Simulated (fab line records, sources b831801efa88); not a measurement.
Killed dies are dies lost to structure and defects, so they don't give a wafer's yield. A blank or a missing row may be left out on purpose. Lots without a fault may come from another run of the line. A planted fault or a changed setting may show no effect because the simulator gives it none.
Which tool did it? | flow sky130 | 15 lots, 45 wafers sampled, at 4 steps of a route of 708

WHAT THE GAUGES READ, wafer by wafer
The record holds no reading of a measuring or inspecting step that can be judged against a usual standard deviation.

WHICH TOOL RAN EACH LOT (tool, then ch and the chambers of the sampled wafers, then the start)
lot  | SKY_NWELL_DEVELOP_22              | SKY_VT_ADJUST_LVTN_STRIP_20          | SKY_SD_N_RTA_14                  | SKY_LOCAL_INTERCONNECT_SPUTTER_00
L977 | litho_track-03 ch 0, day 5 09:00  | plasma_asher-01 ch 0,1, day 7 19:23  | rtp_anneal-02 ch 0, day 27 18:21 | pvd_sputter-04, day 29 01:50
L978 | litho_track-03 ch 0, day 5 20:00  | plasma_asher-02 ch 0,1, day 8 07:16  | rtp_anneal-01 ch 0, day 28 10:56 | pvd_sputter-03, day 29 18:00
L979 | litho_track-03 ch 0, day 5 20:00  | plasma_asher-03 ch 1, day 8 09:49    | rtp_anneal-02 ch 0, day 28 13:50 | pvd_sputter-01, day 29 20:23
L980 | litho_track-02 ch 0, day 6 02:00  | plasma_asher-03 ch 0,1, day 8 14:33  | rtp_anneal-01 ch 0, day 28 23:31 | pvd_sputter-04, day 30 06:46
L981 | litho_track-02 ch 0, day 6 06:00  | plasma_asher-01 ch 0,1, day 8 19:36  | rtp_anneal-02 ch 0, day 29 03:46 | pvd_sputter-01, day 30 10:39
L982 | litho_track-01 ch 0, day 6 13:00  | plasma_asher-03 ch 0,1, day 9 05:00  | rtp_anneal-01 ch 0, day 30 08:47 | pvd_sputter-03, day 31 14:47
L983 | litho_track-01 ch 0, day 6 23:00  | plasma_asher-01 ch 0,1, day 9 15:37  | rtp_anneal-02 ch 0, day 30 11:08 | pvd_sputter-03, day 31 16:48
L985 | litho_track-01 ch 0, day 7 08:00  | plasma_asher-03 ch 0,1, day 10 01:22 | rtp_anneal-02 ch 0, day 30 17:46 | pvd_sputter-04, day 31 23:26
L986 | litho_track-03 ch 0, day 7 14:00  | plasma_asher-03 ch 0,1, day 10 08:26 | rtp_anneal-01 ch 0, day 31 19:08 | pvd_sputter-03, day 33 00:39
L987 | litho_track-02 ch 0, day 7 20:00  | plasma_asher-03 ch 0,1, day 10 15:48 | rtp_anneal-02 ch 0, day 31 22:03 | pvd_sputter-04, day 33 03:45
L990 | litho_track-02, day 8 12:00       | plasma_asher-02 ch 0,1, day 11 09:55 | rtp_anneal-01 ch 0, day 32 18:52 | pvd_sputter-03, day 34 00:25
L991 | litho_track-02, day 9 01:00       | plasma_asher-03 ch 0,1, day 11 21:32 | rtp_anneal-02 ch 0, day 32 20:59 | pvd_sputter-01, day 34 02:29
L992 | litho_track-03, day 9 06:00       | plasma_asher-01 ch 0, day 12 03:25   | rtp_anneal-01 ch 0, day 33 03:45 | pvd_sputter-01, day 34 09:20
L995 | litho_track-03 ch 0, day 9 23:00  | plasma_asher-01 ch 0,1, day 12 23:04 | rtp_anneal-01 ch 0, day 34 01:11 | pvd_sputter-04, day 35 05:46
L100 | litho_track-01 ch 0, day 11 09:00 | plasma_asher-03 ch 0,1, day 14 12:32 | rtp_anneal-01 ch 0, day 35 14:17 | pvd_sputter-03, day 36 17:58
- SKY_NWELL_DEVELOP_22: develop time 60 s.
- SKY_VT_ADJUST_LVTN_STRIP_20: strips in O2/N2.
- SKY_SD_N_RTA_14: time 2 s.
- SKY_LOCAL_INTERCONNECT_SPUTTER_00: material TiN, target thk 100 nm, time 83.3 s.

WHAT THE TOOLS THEMSELVES READ (means of the sampled wafers that have a number; where no wafer has one, the mark that the record gives instead)
SKY_NWELL_DEVELOP_22. Usual: chill_plate_temp_C 23.00 C, standard deviation 0.13; exhaust_pa 45.1 Pa, standard deviation 0.83.
lot  | tool           | chill_plate_temp_C (C) | exhaust_pa (Pa) | flag
L977 | litho_track-03 | 23.22                  | 44.5            |
L978 | litho_track-03 | 22.92                  | 46.3            |
L979 | litho_track-03 | 22.96                  | 46.2            |
L980 | litho_track-02 | 22.93                  | 44.8            |
L981 | litho_track-02 | 23.01                  | 45.3            |
L982 | litho_track-01 | 23.06                  | 45.5            |
L983 | litho_track-01 | 23.09                  | 46.5            |
L985 | litho_track-01 | 22.83                  | 44.4            |
L986 | litho_track-03 | 22.98                  | 44.8            |
L987 | litho_track-02 | 22.92                  | 44.9            |
L990 | litho_track-02 | -                      | -               | OFF
L991 | litho_track-02 | -                      | -               | OFF
L992 | litho_track-03 | -                      | -               | OFF
L995 | litho_track-03 | 23.12                  | 45.4            |
L100 | litho_track-01 | 23.11                  | 44.6            |

SKY_VT_ADJUST_LVTN_STRIP_20. Usual: chamber_pressure_mTorr 1499.8 mTorr, standard deviation 1.3; drypump_motor_current_A 5.54 A, standard deviation 0.25; oes_product_au 0.716 a.u., standard deviation 0.0051; strip_time_to_endpoint_s 14.17 s, standard deviation 0.037.
lot  | tool            | chamber_pressure_mTorr (mTorr) | drypump_motor_current_A (A) | oes_product_au (a.u.) | strip_time_to_endpoint_s (s) | flag
L977 | plasma_asher-01 | 1500.0                         | 5.68                        | 0.715                 | 14.16                        |
L978 | plasma_asher-02 | 1500.1                         | 5.58                        | 0.723                 | 14.20                        |
L979 | plasma_asher-03 | 1499.0                         | 5.69                        | 0.711                 | 14.17                        |
L980 | plasma_asher-03 | 1499.4                         | 5.51                        | 0.713                 | 14.14                        |
L981 | plasma_asher-01 | 1499.7                         | 5.76                        | 0.719                 | 14.17                        |
L982 | plasma_asher-03 | 1500.8                         | 5.31                        | 0.716                 | 14.23                        |
L983 | plasma_asher-01 | 1499.4                         | 5.67                        | 0.712                 | 14.18                        |
L985 | plasma_asher-03 | 1500.4                         | 5.35                        | 0.718                 | 14.20                        |
L986 | plasma_asher-03 | 1500.1                         | 5.51                        | 0.716                 | 14.22                        |
L987 | plasma_asher-03 | 1500.2                         | 5.32                        | 0.718                 | 14.17                        |
L990 | plasma_asher-02 | 1500.7                         | 5.60                        | 0.709                 | 14.20                        |
L991 | plasma_asher-03 | 1498.5                         | 5.34                        | 0.715                 | 14.18                        |
L992 | plasma_asher-01 | 1500.1                         | 5.59                        | 0.712                 | 14.19                        |
L995 | plasma_asher-01 | 1500.0                         | 5.69                        | 0.714                 | 14.15                        |
L100 | plasma_asher-03 | 1499.2                         | 5.33                        | 0.717                 | 14.15                        |

SKY_SD_N_RTA_14. Usual: lamp_power_pct 15.74 %, standard deviation 0.053; ramp_up_c_per_s 150.00, standard deviation 0.028; wafer_temp_C_max 1077.9, standard deviation 1.3.
lot  | tool          | lamp_power_pct (%) | ramp_up_c_per_s | wafer_temp_C_max | flag
L977 | rtp_anneal-02 | 15.73              | 149.99          | 1078.6           |
L978 | rtp_anneal-01 | 15.74              | 150.01          | 1077.7           |
L979 | rtp_anneal-02 | 15.74              | 150.01          | 1078.5           |
L980 | rtp_anneal-01 | 15.78              | 150.01          | 1077.4           |
L981 | rtp_anneal-02 | 15.74              | 150.01          | 1077.5           |
L982 | rtp_anneal-01 | 15.77              | 150.01          | 1077.9           |
L983 | rtp_anneal-02 | 15.74              | 149.98          | 1078.2           |
L985 | rtp_anneal-02 | 15.81              | 150.03          | 1077.6           |
L986 | rtp_anneal-01 | 15.74              | 150.00          | 1077.4           |
L987 | rtp_anneal-02 | 15.74              | 150.00          | 1076.7           |
L990 | rtp_anneal-01 | 15.74              | 149.99          | 1078.7           |
L991 | rtp_anneal-02 | 15.68              | 149.97          | 1077.3           |
L992 | rtp_anneal-01 | 15.78              | 150.00          | 1078.5           |
L995 | rtp_anneal-01 | 15.69              | 150.04          | 1076.7           |
L100 | rtp_anneal-01 | 15.74              | 149.97          | 1079.0           |

SKY_LOCAL_INTERCONNECT_SPUTTER_00. Usual: throttle_valve_pct 29.9 %, standard deviation 0.77.
lot  | tool           | throttle_valve_pct (%) | flag
L977 | pvd_sputter-04 | 29.4                   |
L978 | pvd_sputter-03 | 29.4                   |
L979 | pvd_sputter-01 | 30.5                   |
L980 | pvd_sputter-04 | 30.0                   |
L981 | pvd_sputter-01 | 30.5                   |
L982 | pvd_sputter-03 | 29.4                   |
L983 | pvd_sputter-03 | 29.7                   |
L985 | pvd_sputter-04 | 30.0                   |
L986 | pvd_sputter-03 | 29.6                   |
L987 | pvd_sputter-04 | 30.5                   |
L990 | pvd_sputter-03 | 29.3                   |
L991 | pvd_sputter-01 | 30.5                   |
L992 | pvd_sputter-01 | 30.7                   |
L995 | pvd_sputter-04 | 29.5                   |
L100 | pvd_sputter-03 | 29.6                   |

THE ANSWER, worked out from the rows above alone
Rule: a lot is off if the mean of its wafers that have a number lies more than 3 standard deviations from the usual mean. A lot without any number at a reading at which 4 lots or more have one is off too. The other lots that the step has rows for count as sound. The gauges are gone through in route order, then the tools' own readings, and for those a lot's mean is taken as printed above. The first step at which some lot is off is used, and at that step the reading that is off furthest; a lot without a number counts as furthest.
Off: L990, L991, L992, at SKY_NWELL_DEVELOP_22 (chill_plate_temp_C). Without a number there: L990, L991, L992.
A tool fits if, at that step or a process step before it, it ran every lot that is off, and no sound lot after the first of them. None of those tried fits.

WHAT THE SIMULATOR HAD PUT IN
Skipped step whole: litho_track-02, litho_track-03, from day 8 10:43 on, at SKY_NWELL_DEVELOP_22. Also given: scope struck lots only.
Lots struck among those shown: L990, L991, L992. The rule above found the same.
